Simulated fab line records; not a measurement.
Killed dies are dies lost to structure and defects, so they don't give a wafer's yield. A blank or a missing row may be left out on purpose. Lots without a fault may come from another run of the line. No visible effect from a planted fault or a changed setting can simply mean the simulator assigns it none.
fab line records | flow sky130
[record] lots = 6 wafers = 18 last_day = 50
route steps=708 shown VT_ADJUST_LVTN@113 VT_ADJUST_NCORE@119 PAD_OPEN@708
lots untouched by any fault: they come from a run of this same line in which no faults occurred
start_h: start of the lot's first displayed wafer, in hours after the record's first day | wait_h: hours since the lot's step before | " identical to the entry in the row above | L1.1+2: a row that stands for several wafers | - no value, or no start was given | * or withheld: withheld | < > ~ a bound
route shown NAME@n: names a module that has steps shown in the file, with the first one's number in the route | usual: mean and standard deviation over wafers with no fault | same: alike in all rows | chamber/n: place in a boat | sites: each site's reading | _std_site: the values' standard deviation | _edge_site: mean of outer sites minus mean of inner sites | radius_mm: for every site, how far away it sits from the centre of the wafer | mask NAME#n: copy n | behind: the last tool/chamber to shape the wafer | hold: why the lot was held/for how many hours/how that ended | device: the n, p or np transistor that did not switch | end of line: the tests these same wafers got at the end of their route | a step with no rows: only its recipe | killed: the dies lost at the first sort to structure and to defects; this is not the yield of the wafer | map: dies across one wafer; x = killed, . = not, _ = none there
set.NAME: the setting the step ran with; set.NAME@STEP: the setting that earlier step ran with | model.NAME: the simulator's own value behind a step, which no gauge read
certain route steps with their lots: each step a table, each wafer a row
services: the hour from which a tool's chamber was out of use, counted from the record's first day as start_h (under 0 if before that day), plus the number of hours and why
[[steps]]
[step SKY_VT_ADJUST_LVTN_PEB_16]
[recipe] temp_c = withheld time_s = * resist = NOVOLAK
[step SKY_VT_ADJUST_LVTN_DEVELOP_17]
[recipe] resist = NOVOLAK developer = TMAH develop_time_s = 60 dev_temp_c = 23
[step SKY_VT_ADJUST_LVTN_OVL_MEAS_18]
[usual] VT_ADJUST_LVTN_01_OVL = 0.3/1.4
// columns lot.wafer tool chamber start_h wait_h VT_ADJUST_LVTN_01_OVL[nm]
L338.3 overlay-02 - 173.35 0.1 0.3
L338.4 " - " " -0.6
L338.5 " - " " 1.3
L347.2 overlay-02 - 234.65 0.1 -1.3
L347.5 " - " " -1.6
L347.6 " - " " 1.1
L348.1 overlay-02 - 242.04 0.1 -1.1
L348.4 " - " " 0.2
L348.6 " - " " -1.6
L353.1 overlay-02 - 276.54 0.1 -0.8
L353.4 " - " " -1.4
L353.6 " - " " -0.6
L355.2 overlay-02 - 291.05 0.1 -0.4
L355.4 " - " " -1.4
L355.5 " - " " -1.6
L359.1 overlay-01 - 321.92 0.1 -1.3
L359.3 " - " " 0.9
L359.5 " - " " 1.9
[step SKY_VT_ADJUST_LVTN_IMPLANT_19]
[recipe] species = B energy_kev = 30 dose_cm2 = 6.5e+11 tilt_deg = withheld
[step SKY_VT_ADJUST_LVTN_STRIP_20]
[recipe] chemistry = O2/N2 power_w = 1400 pressure_mtorr = 1500 platen_temp_c = withheld o2_flow_sccm = 3000 n2_flow_sccm = 300 overash_fraction = 0.5
[usual] drypump_motor_current_A = 5.8/0.35 oes_product_au = 0.715/0.0044 strip_time_to_endpoint_s = 14.20/0.044
[same] overash_fraction = 0.5
// columns lot.wafer tool chamber start_h wait_h drypump_motor_current_A oes_product_au rf_hours_counter_h strip_time_to_endpoint_s
L338.3 plasma_asher-02 1 173.56 0.1 6.1 0.711 - 14.21
L338.4 " 0 " " 5.8 0.713 - 14.20
L338.5 " 0 " " 5.8 0.714 - 14.19
L347.2 plasma_asher-01 1 234.83 0.1 5.6 0.716 41 14.23
L347.5 " 0 " " 6.2 0.719 - 14.25
L347.6 " 1 " " 5.6 0.720 - 14.26
L348.1 plasma_asher-04 1 242.22 0.1 4.9 0.717 56 14.25
L348.4 " 1 " " 4.9 0.716 - 14.22
L348.6 " 1 " " 4.9 0.715 - 14.19
L353.1 plasma_asher-01 1 276.72 0.1 5.6 0.718 45 14.29
L353.4 " 0 " " 6.2 0.709 - 14.29
L353.6 " 0 " " 6.2 0.714 - 14.27
L355.2 plasma_asher-02 0 291.23 0.1 5.8 0.712 18 14.15
L355.4 " 1 " " 6.0 0.707 - 14.18
L355.5 " 0 " " 5.8 0.715 - 14.22
L359.1 plasma_asher-02 1 322.11 0.1 6.0 0.715 21 14.27
L359.3 " 0 " " 5.8 0.714 - 14.26
L359.5 " 0 " " 5.8 0.721 - 14.27
[step SKY_VT_ADJUST_LVTN_TW_MEAS_21]
[usual] VT_ADJUST_LVTN_2_TW = 187.4/2.2
// columns lot.wafer tool chamber start_h wait_h VT_ADJUST_LVTN_2_TW
L338.3 film_metro-04 - 173.64 0.1 188.8
L338.4 " - " " 188.7
L338.5 " - " " 189.0
L347.2 film_metro-03 - 234.94 0.1 186.1
L347.5 " - " " 187.2
L347.6 " - " " 186.6
L348.1 film_metro-04 - 242.32 0.1 189.5
L348.4 " - " " 189.6
L348.6 " - " " 189.3
L353.1 film_metro-03 - 276.82 0.1 186.0
L353.4 " - " " 185.9
L353.6 " - " " 186.5
L355.2 film_metro-03 - 291.34 0.1 185.3
L355.4 " - " " 185.3
L355.5 " - " " 185.6
L359.1 film_metro-01 - 322.21 0.1 186.5
L359.3 " - " " 186.6
L359.5 " - " " 184.5
[step SKY_VT_ADJUST_NCORE_DEHYDRATE_00]
[recipe] temp_c = 200 time_s = 60
[step SKY_VT_ADJUST_NCORE_HMDS_01]
[recipe] prime_time_s = 60 prime_temp_c = 120
[step SKY_VT_ADJUST_NCORE_COAT_02]
[recipe] resist = NOVOLAK spin_rpm = 3000 resist_thk_nm = 1140
[step SKY_VT_ADJUST_NCORE_SOFTBAKE_03]
[recipe] temp_c = 90 time_s = 60 resist = NOVOLAK
[step SKY_VT_ADJUST_NCORE_EXPOSE_04]
[recipe] mask_id = LVTN_COMPLEMENT_THIN na = 0.6 source_shape = conventional sigma_outer = 0.6 polarization = unpolarized target_cd_nm = 380 dose_mj = 139
[step SKY_VT_ADJUST_NCORE_PEB_05]
[recipe] temp_c = withheld time_s = * resist = NOVOLAK
[step SKY_VT_ADJUST_NCORE_DEVELOP_06]
[recipe] resist = NOVOLAK developer = TMAH develop_time_s = 60 dev_temp_c = 23
[usual] chill_plate_temp_C = 23.00/0.12 developer_temp_C = 23.03/0.098
// columns lot.wafer tool chamber start_h wait_h chill_plate_temp_C developer_temp_C
L338.3 litho_track-01 0 194.40 0.1 23.03 23.11
L338.4 " 0 " " 23.05 23.09
L338.5 " 0 " " 23.12 22.97
L347.2 litho_track-01 0 258.38 0.1 23.04 21.95
L347.5 " 0 " " 23.23 21.96
L347.6 " 0 " " 23.07 21.98
L348.1 litho_track-01 0 265.20 0.1 22.97 22.09
L348.4 " 0 " " 23.29 22.02
L348.6 " 0 " " 22.94 22.08
L353.1 litho_track-04 0 301.69 0.1 23.16 23.05
L353.4 " 0 " " 22.94 23.13
L353.6 " 0 " " 22.85 23.11
L355.2 litho_track-04 0 316.72 0.1 22.90 22.94
L355.4 " 0 " " 23.06 23.04
L355.5 " 0 " " 22.88 22.90
L359.1 litho_track-04 0 348.59 0.1 22.80 22.98
L359.3 " 0 " " 22.81 23.05
L359.5 " 0 " " 23.05 22.93
[step SKY_VT_ADJUST_NCORE_CD_MEAS_07]
[recipe] target_cd_nm = 380
[usual] cd_nm = 380.3/2.7
// columns lot.wafer tool chamber start_h wait_h cd_nm
L338.3 cd_sem-01 - 194.54 0.1 388.0
L338.4 " - " " 385.6
L338.5 " - " " 385.0
L347.2 cd_sem-01 - 258.52 0.1 384.7
L347.5 " - " " 381.0
L347.6 " - " " 383.9
L348.1 cd_sem-01 - 265.35 0.1 382.1
L348.4 " - " " 384.4
L348.6 " - " " 382.5
L353.1 cd_sem-02 - 301.84 0.1 382.7
L353.4 " - " " 380.4
L353.6 " - " " 378.5
L355.2 cd_sem-01 - 316.86 0.1 380.3
L355.4 " - " " 381.6
L355.5 " - " " 381.0
L359.1 cd_sem-02 - 348.74 0.1 378.6
L359.3 " - " " 376.8
L359.5 " - " " 378.1
[step SKY_PAD_OPEN_PROBE_99]
[usual] killed_at_M0_to_M3 = 45/7.9 killed_at_M4_up = 2.9/1.8 killed_at_contacts = 25/5.5 killed_at_front_end = 16/4.4 killed_at_other = 0.3/0.58 killed_dies = 89/9.4 killed_open = 49/6.8 killed_short = 40/6.3
[same] gross_dies = 492 killed_at_back_side = 0
// columns lot.wafer tool chamber start_h wait_h killed_at_M0_to_M3 killed_at_M4_up killed_at_contacts killed_at_front_end killed_at_other killed_dies killed_open killed_short
L338.3 prober-01 - 1097.69 0.2 49 3 22 21 0 95 51 42
L338.4 prober-01 - 1097.74 0.2 46 2 20 13 0 81 47 34
L338.5 prober-01 - 1097.79 0.2 42 5 25 15 1 88 48 40
L347.2 prober-02 - 1137.81 0.1 28 3 27 13 1 72 39 33
L347.5 prober-02 - 1137.96 0.2 52 4 21 7 0 84 46 38
L347.6 prober-02 - 1138.01 0.2 33 4 18 21 2 78 41 37
L348.1 prober-02 - 1139.26 0.1 45 1 21 16 0 83 48 34
L348.4 prober-02 - 1139.41 0.2 42 2 27 17 1 89 52 37
L348.6 prober-02 - 1139.51 0.2 48 5 19 14 1 87 42 45
L353.1 prober-01 - 1174.88 0.1 50 2 36 28 0 116 62 53
L353.4 prober-01 - 1175.03 0.2 45 1 35 19 0 100 60 40
L353.6 prober-01 - 1175.13 0.2 41 2 33 19 0 95 52 43
L355.2 prober-01 - 1184.46 0.1 53 3 27 15 0 98 63 35
L355.4 prober-01 - 1184.56 0.2 54 0 31 13 1 99 48 49
L355.5 prober-01 - 1184.61 0.2 47 3 22 13 0 85 41 43
L359.1 prober-01 - 1209.52 0.1 39 3 30 18 0 90 47 43
L359.3 prober-01 - 1209.62 0.2 46 4 29 12 0 91 47 44
L359.5 prober-01 - 1209.72 0.2 53 3 22 12 0 90 45 45
// killed by level:class
L338.3 VIA2:geometric_particle:open=12 VIA1:geometric_particle:open=9 CONTACT:geometric_particle:open=9 POLY_GATE:geometric_particle:open=6 LI_CONTACT:geometric_particle:open=6 METAL2:geometric_particle:short=6 VIA1:geometric_particle:short=5 POLY_GATE:geometric_particle:short=5
L338.4 VIA1:geometric_particle:open=9 CONTACT:geometric_particle:open=8 LI_CONTACT:geometric_particle:open=7 VIA2:geometric_particle:open=6 VIA2:geometric_particle:short=5 METAL1:geometric_particle:short=5 VIA1:geometric_particle:short=5 VIA3:geometric_particle:open=5
L338.5 VIA1:geometric_particle:open=14 CONTACT:geometric_particle:open=9 LI_CONTACT:geometric_particle:open=5 CONTACT:geometric_particle:short=5 VIA2:geometric_particle:open=5 FIELD_ISO:geometric_particle:short=4 LI_CONTACT:geometric_particle:short=4 METAL1:geometric_particle:short=4
L347.2 CONTACT:geometric_particle:open=11 LI_CONTACT:geometric_particle:open=8 VIA1:geometric_particle:open=6 METAL1:geometric_particle:short=5 VIA2:geometric_particle:open=4 VIA1:geometric_particle:short=4 POLY_CUT:geometric_particle:open=3 LI_CONTACT:geometric_particle:short=3
L347.5 LI_CONTACT:geometric_particle:open=12 VIA2:geometric_particle:open=10 VIA1:geometric_particle:open=8 METAL2:geometric_particle:short=8 VIA1:geometric_particle:short=7 METAL3:geometric_particle:short=5 VIA3:geometric_particle:open=5 LI_CONTACT:geometric_particle:short=3
L347.6 VIA1:geometric_particle:open=11 FIELD_ISO:geometric_particle:open=7 LI_CONTACT:geometric_particle:open=7 VIA1:geometric_particle:short=5 LOCAL_INTERCONNECT:geometric_particle:short=4 METAL2:geometric_particle:short=4 FIELD_ISO:geometric_particle:short=3 SONOS_ONO:geometric_particle:short=3
L348.1 VIA1:geometric_particle:open=11 METAL2:geometric_particle:short=10 CONTACT:geometric_particle:open=9 LI_CONTACT:geometric_particle:open=7 VIA3:geometric_particle:open=6 POLY_GATE:geometric_particle:short=4 VIA2:geometric_particle:open=4 VIA1:geometric_particle:short=4
L348.4 VIA1:geometric_particle:open=11 LI_CONTACT:geometric_particle:open=9 CONTACT:geometric_particle:open=7 FIELD_ISO:geometric_particle:open=5 CONTACT:geometric_particle:short=5 VIA2:geometric_particle:short=5 VIA2:geometric_particle:open=4 POLY_GATE:geometric_particle:short=4
L348.6 VIA3:geometric_particle:open=10 CONTACT:geometric_particle:open=8 METAL1:geometric_particle:short=8 VIA1:geometric_particle:open=8 VIA1:geometric_particle:short=7 FIELD_ISO:geometric_particle:short=6 METAL2:geometric_particle:short=5 VIA2:geometric_particle:open=5
L353.1 VIA3:geometric_particle:open=10 LI_CONTACT:geometric_particle:open=10 VIA1:geometric_particle:open=10 CONTACT:geometric_particle:open=10 CONTACT:geometric_particle:short=7 POLY_GATE:geometric_particle:open=6 POLY_GATE:geometric_particle:short=6 VIA1:geometric_particle:short=6
L353.4 LI_CONTACT:geometric_particle:open=12 CONTACT:geometric_particle:open=12 VIA1:geometric_particle:open=10 POLY_GATE:geometric_particle:open=6 METAL2:geometric_particle:short=6 METAL1:geometric_particle:short=5 VIA2:geometric_particle:open=5 VIA3:geometric_particle:open=5
L353.6 CONTACT:geometric_particle:open=12 LI_CONTACT:geometric_particle:open=8 VIA2:geometric_particle:open=7 METAL1:geometric_particle:short=7 VIA1:geometric_particle:open=7 FIELD_ISO:geometric_particle:short=6 FIELD_ISO:geometric_particle:open=5 LOCAL_INTERCONNECT:geometric_particle:short=5
L355.2 CONTACT:geometric_particle:open=12 VIA1:geometric_particle:open=12 VIA2:geometric_particle:open=11 LI_CONTACT:geometric_particle:open=7 VIA3:geometric_particle:open=6 METAL2:geometric_particle:short=6 CONTACT:geometric_particle:short=5 FIELD_ISO:geometric_particle:open=4
L355.4 METAL1:geometric_particle:short=10 LI_CONTACT:geometric_particle:open=9 VIA1:geometric_particle:open=9 CONTACT:geometric_particle:open=8 CONTACT:geometric_particle:short=7 VIA2:geometric_particle:short=6 METAL2:geometric_particle:open=6 VIA2:geometric_particle:open=5
L355.5 VIA1:geometric_particle:open=10 CONTACT:geometric_particle:open=8 VIA2:geometric_particle:open=8 METAL2:geometric_particle:short=7 VIA3:geometric_particle:open=7 FIELD_ISO:geometric_particle:short=5 CONTACT:geometric_particle:short=5 VIA2:geometric_particle:short=4
L359.1 VIA1:geometric_particle:open=15 CONTACT:geometric_particle:open=8 POLY_GATE:geometric_particle:short=7 LI_CONTACT:geometric_particle:open=6 CONTACT:geometric_particle:short=6 LOCAL_INTERCONNECT:geometric_particle:short=5 METAL1:geometric_particle:short=5 LI_CONTACT:geometric_particle:short=4
L359.3 CONTACT:geometric_particle:open=9 VIA3:geometric_particle:open=8 LI_CONTACT:geometric_particle:open=7 METAL2:geometric_particle:short=7 FIELD_ISO:geometric_particle:short=6 VIA1:geometric_particle:open=5 LOCAL_INTERCONNECT:geometric_particle:open=4 LOCAL_INTERCONNECT:geometric_particle:short=4
L359.5 VIA1:geometric_particle:open=10 VIA2:geometric_particle:short=7 VIA2:geometric_particle:open=7 LOCAL_INTERCONNECT:geometric_particle:short=6 METAL3:geometric_particle:short=6 LI_CONTACT:geometric_particle:open=5 CONTACT:geometric_particle:open=5 VIA1:geometric_particle:short=5
[[services]]
// columns tool chamber start_h hours kind
plasma_asher-01 - 210.37 3.9 repair
plasma_asher-04 - 331.91 1.4 repair
plasma_asher-04 - 336.84 2.8 pm
[[key]]
[first_sign] step = SKY_VT_ADJUST_NCORE_DEVELOP_06 reading = developer_temp_C direction = down sigmas = 10 usual = * struck = *
effect none on later readings
met_at SKY_VT_ADJUST_NCORE_DEVELOP_06
struck_wafers L347.2,L347.5,L347.6,L348.1,L348.4,L348.6
tester_left_out L347,L348
onset_between 194.40 258.38
[fault] kind = process_parameter_drift tool = litho_track-01 chamber = - onset_h = 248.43 steps = SKY_VT_ADJUST_NCORE_DEVELOP_06 channel = dev_temp_c offset = * shape = step end_h = 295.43 acts_in = * stated = *
// tester_left_out: of these lots the tester's yield and bins aren't shown, on N5 and GAA mostly nor the transistor test; their killed dies are dies lost to structure and defects alone, not to doping, threshold or leakage, so they don't give the yield
